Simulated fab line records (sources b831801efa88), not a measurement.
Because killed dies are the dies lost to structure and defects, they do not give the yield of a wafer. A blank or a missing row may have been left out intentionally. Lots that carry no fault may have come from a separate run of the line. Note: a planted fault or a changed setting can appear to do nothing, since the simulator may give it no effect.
Matching of chambers :: flow gf180mcu :: GF_V1_CMP_26 on cmp-02: 4 sister chambers
The step polishes, stops on SiO2, t overpolish 15 s, target thk 0 nm. 39 wafers are shown with their chamber, then 12 later ones without.

== WAFERS WITH THEIR CHAMBER ==
wafer: L074.1
chamber: 3
motor current A (A): 11.2
time to endpoint s (s): 77
overpolish run s (s): 14.995

wafer: L074.5
chamber: 1
motor current A (A): 12.3
time to endpoint s (s): 81
overpolish run s (s): 14.983

wafer: L074.6
chamber: 0
motor current A (A): 10.4
time to endpoint s (s): 77
overpolish run s (s): 14.986

wafer: L075.2
chamber: 0
motor current A (A): 9.9
time to endpoint s (s): 77
overpolish run s (s): 15.007

wafer: L075.4
chamber: 2
motor current A (A): 10.6
time to endpoint s (s): 82
overpolish run s (s): 14.995

wafer: L075.5
chamber: 0
motor current A (A): 10.4
time to endpoint s (s): 80
overpolish run s (s): 14.990

wafer: L077.1
chamber: 1
motor current A (A): 12.7
time to endpoint s (s): 89
overpolish run s (s): 15.001

wafer: L077.2
chamber: 2
motor current A (A): 10.7
time to endpoint s (s): 85
overpolish run s (s): 14.993

wafer: L077.6
chamber: 0
motor current A (A): 10.1
time to endpoint s (s): 79
overpolish run s (s): 15.006

wafer: L078.1
chamber: 1
motor current A (A): 13.0
time to endpoint s (s): 87
overpolish run s (s): 14.977

wafer: L078.2
chamber: 3
motor current A (A): 11.5
time to endpoint s (s): 82
overpolish run s (s): 15.009

wafer: L078.3
chamber: 2
motor current A (A): 10.8
time to endpoint s (s): 88
overpolish run s (s): 15.011

wafer: L080.2
chamber: 2
motor current A (A): 11.7
time to endpoint s (s): 85
overpolish run s (s): 15.008

wafer: L080.4
chamber: 0
motor current A (A): 10.0
time to endpoint s (s): 78
overpolish run s (s): 15.005

wafer: L080.5
chamber: 3
motor current A (A): 11.2
time to endpoint s (s): 79
overpolish run s (s): 15.013

wafer: L082.1
chamber: 1
motor current A (A): 12.9
time to endpoint s (s): 86
overpolish run s (s): 15.004

wafer: L082.3
chamber: 3
motor current A (A): 10.8
time to endpoint s (s): 80
overpolish run s (s): 14.996

wafer: L082.5
chamber: 1
motor current A (A): 12.4
time to endpoint s (s): 80
overpolish run s (s): 15.009

wafer: L084.2
chamber: 1
motor current A (A): 12.4
time to endpoint s (s): 88
overpolish run s (s): 14.996

wafer: L084.4
chamber: 3
motor current A (A): 11.3
time to endpoint s (s): 77
overpolish run s (s): 15.007

wafer: L084.5
chamber: 3
motor current A (A): 11.5
time to endpoint s (s): 75
overpolish run s (s): 15.007

wafer: L085.3
chamber: 3
motor current A (A): 11.8
time to endpoint s (s): 75
overpolish run s (s): 15.003

wafer: L085.4
chamber: 2
motor current A (A): 10.4
time to endpoint s (s): 88
overpolish run s (s): 15.005

wafer: L085.6
chamber: 2
motor current A (A): 11.0
time to endpoint s (s): 82
overpolish run s (s): 14.979

wafer: L086.1
chamber: 3
motor current A (A): 11.2
time to endpoint s (s): 75
overpolish run s (s): 14.999

wafer: L086.5
chamber: 0
motor current A (A): 10.6
time to endpoint s (s): 75
overpolish run s (s): 14.996

wafer: L086.6
chamber: 1
motor current A (A): 12.5
time to endpoint s (s): 87
overpolish run s (s): 15.003

wafer: L087.1
chamber: 2
motor current A (A): 11.0
time to endpoint s (s): 87
overpolish run s (s): 15.003

wafer: L087.4
chamber: 0
motor current A (A): 9.6
time to endpoint s (s): 77
overpolish run s (s): 15.002

wafer: L087.5
chamber: 1
motor current A (A): 12.9
time to endpoint s (s): 86
overpolish run s (s): 14.992

wafer: L088.1
chamber: 1
motor current A (A): 12.4
time to endpoint s (s): 84
overpolish run s (s): 14.993

wafer: L088.3
chamber: 0
motor current A (A): 11.0
time to endpoint s (s): 75
overpolish run s (s): 14.992

wafer: L088.4
chamber: 3
motor current A (A): 10.9
time to endpoint s (s): 83
overpolish run s (s): 15.011

wafer: L089.2
chamber: 2
motor current A (A): 11.1
time to endpoint s (s): 81
overpolish run s (s): 15.007

wafer: L089.4
chamber: 3
motor current A (A): 11.1
time to endpoint s (s): 73
overpolish run s (s): 14.995

wafer: L089.5
chamber: 3
motor current A (A): 11.6
time to endpoint s (s): 75
overpolish run s (s): 15.018

wafer: L090.2
chamber: 3
motor current A (A): 12.0
time to endpoint s (s): 72
overpolish run s (s): 14.996

wafer: L090.5
chamber: 1
motor current A (A): 13.0
time to endpoint s (s): 83
overpolish run s (s): 15.002

wafer: L090.6
chamber: 2
motor current A (A): 11.1
time to endpoint s (s): 81
overpolish run s (s): 15.000

SIGNATURES (averages over the wafers above)
reading: motor current A
chamber 0: 10.250
chamber 1: 12.650
chamber 2: 10.933
chamber 3: 11.342
scatter within a chamber: 0.361

reading: time to endpoint s
chamber 0: 77.25
chamber 1: 85.10
chamber 2: 84.33
chamber 3: 76.92
scatter within a chamber: 2.93

reading: overpolish run s
chamber 0: 14.99800
chamber 1: 14.99600
chamber 2: 15.00011
chamber 3: 15.00408
scatter within a chamber: 0.00898
Rule: a wafer lies at a distance from a chamber equal to the root of the sum of squares, over the readings, of (its reading less the chamber's mean, divided by the reading's scatter). The wafer belongs to the nearest chamber; if the next one is less than 2 further off, it can't be placed. The scatter: take each reading less its chamber's mean, square it, sum over the shown wafers, divide by the number of wafers less the number of chambers, and take the root.

== WAFERS MISSING THEIR CHAMBER ==
wafer: L092.1
motor current A (A): 11.3
time to endpoint s (s): 83
overpolish run s (s): 14.998

wafer: L092.3
motor current A (A): 11.3
time to endpoint s (s): 80
overpolish run s (s): 14.988

wafer: L092.6
motor current A (A): 10.4
time to endpoint s (s): 87
overpolish run s (s): 14.996

wafer: L095.2
motor current A (A): 10.4
time to endpoint s (s): 79
overpolish run s (s): 14.987

wafer: L095.3
motor current A (A): 11.1
time to endpoint s (s): 85
overpolish run s (s): 14.990

wafer: L095.4
motor current A (A): 11.3
time to endpoint s (s): 78
overpolish run s (s): 14.998

wafer: L096.2
motor current A (A): 11.8
time to endpoint s (s): 80
overpolish run s (s): 14.998

wafer: L096.4
motor current A (A): 11.1
time to endpoint s (s): 85
overpolish run s (s): 14.994

wafer: L096.6
motor current A (A): 11.0
time to endpoint s (s): 77
overpolish run s (s): 15.001

wafer: L097.2
motor current A (A): 10.9
time to endpoint s (s): 86
overpolish run s (s): 15.001

wafer: L097.5
motor current A (A): 11.0
time to endpoint s (s): 84
overpolish run s (s): 14.994

wafer: L097.6
motor current A (A): 11.4
time to endpoint s (s): 78
overpolish run s (s): 14.992

== WHICH CHAMBER EACH ONE RAN IN ==
wafer: L092.1
from the rows above: can't be placed: 2 or 3
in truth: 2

wafer: L092.3
from the rows above: can't be placed: 3 or 2 or 0
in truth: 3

wafer: L092.6
from the rows above: can't be placed: 2 or 0
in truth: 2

wafer: L095.2
from the rows above: can't be placed: 0 or 2 or 3
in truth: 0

wafer: L095.3
from the rows above: 2
in truth: 2

wafer: L095.4
from the rows above: can't be placed: 3 or 2
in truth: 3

wafer: L096.2
from the rows above: can't be placed: 3 or 2 or 1
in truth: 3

wafer: L096.4
from the rows above: 2
in truth: 2

wafer: L096.6
from the rows above: can't be placed: 3 or 0 or 2
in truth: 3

wafer: L097.2
from the rows above: 2
in truth: 2

wafer: L097.5
from the rows above: 2
in truth: 2

wafer: L097.6
from the rows above: can't be placed: 3 or 2 or 0
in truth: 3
Correctly placed: 4 of 12. From these rows, 8 cannot be placed; in 8 the true chamber is one of the candidates. Placed wrongly: 0.
